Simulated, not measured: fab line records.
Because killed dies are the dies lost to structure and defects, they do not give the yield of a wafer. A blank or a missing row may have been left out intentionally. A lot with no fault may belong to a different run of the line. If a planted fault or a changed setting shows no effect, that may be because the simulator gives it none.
Which of the tools did it? -- flow sky130 -- Sampling: 11 lots, 33 wafers, 2 of 708 route steps

WHAT THE GAUGES READ, wafer by wafer
SKY_CAP2M_THK_MEAS_01.
lot,measured,on,CAP2M_CVD_00_THK (nm)
L830,day 39 11:55,film-metro-01,15.33 15.80 15.81
L833,day 40 13:09,film-metro-01,15.79 16.10 15.97
L834,day 41 03:22,film-metro-03,15.39 15.67 15.70
L836,day 41 09:34,film-metro-02,15.63 15.53 15.84
L837,day 41 16:21,film-metro-02,15.89 15.65 16.00
L838,day 41 23:06,film-metro-01,15.46 15.66 15.75
L846,day 44 07:29,film-metro-01,15.77 16.09 16.08
L847,day 44 13:44,film-metro-01,15.99 15.92 16.08
L850,day 45 05:40,film-metro-01,15.17 15.51 15.60
L852,day 45 18:43,film-metro-02,15.67 15.42 15.54
L853,day 46 01:24,film-metro-02,15.65 15.65 15.75

TOOL THAT RAN EACH LOT (tool first, then ch and the chambers of the sampled wafers, then the start)
lot,SKY_CAP2M_CVD_00
L830,"pecvd-02 ch 0,1, day 39 11:53"
L833,"pecvd-04 ch 0,1, day 40 13:08"
L834,"pecvd-04 ch 0,2, day 41 03:17"
L836,"pecvd-02 ch 0,1, day 41 09:32"
L837,"pecvd-04 ch 0,2, day 41 16:20"
L838,"pecvd-03 ch 0,2, day 41 23:05"
L846,"pecvd-04 ch 0,2, day 44 07:26"
L847,"pecvd-03 ch 0,1,2, day 44 13:42"
L850,"pecvd-04 ch 0,1, day 45 05:38"
L852,"pecvd-02 ch 0,1,2, day 45 18:40"
L853,"pecvd-03 ch 1,2, day 46 01:22"
- SKY_CAP2M_CVD_00: deposits SiO2, target thk 15.5 nm.

THE ANSWER, worked out from the rows above alone
Rule: usual is defined by the lots themselves. The widest of any qualifying gaps counts: lots, ordered by their means at a reading, are off when they make up no more than a third of the lots, leave a main group of 4 or more, and stand apart from it by 3 or more times the standard deviation of that group's means. Not used: any main group whose means are identical at the precision the tables above print for the reading. A lot without any number at a reading at which 4 lots or more have one is off too. Where the step has rows for the other lots, those lots are counted as sound.
No lot is off on any of the readings shown, so nothing can be concluded from this.

WHAT THE SIMULATOR PUT IN
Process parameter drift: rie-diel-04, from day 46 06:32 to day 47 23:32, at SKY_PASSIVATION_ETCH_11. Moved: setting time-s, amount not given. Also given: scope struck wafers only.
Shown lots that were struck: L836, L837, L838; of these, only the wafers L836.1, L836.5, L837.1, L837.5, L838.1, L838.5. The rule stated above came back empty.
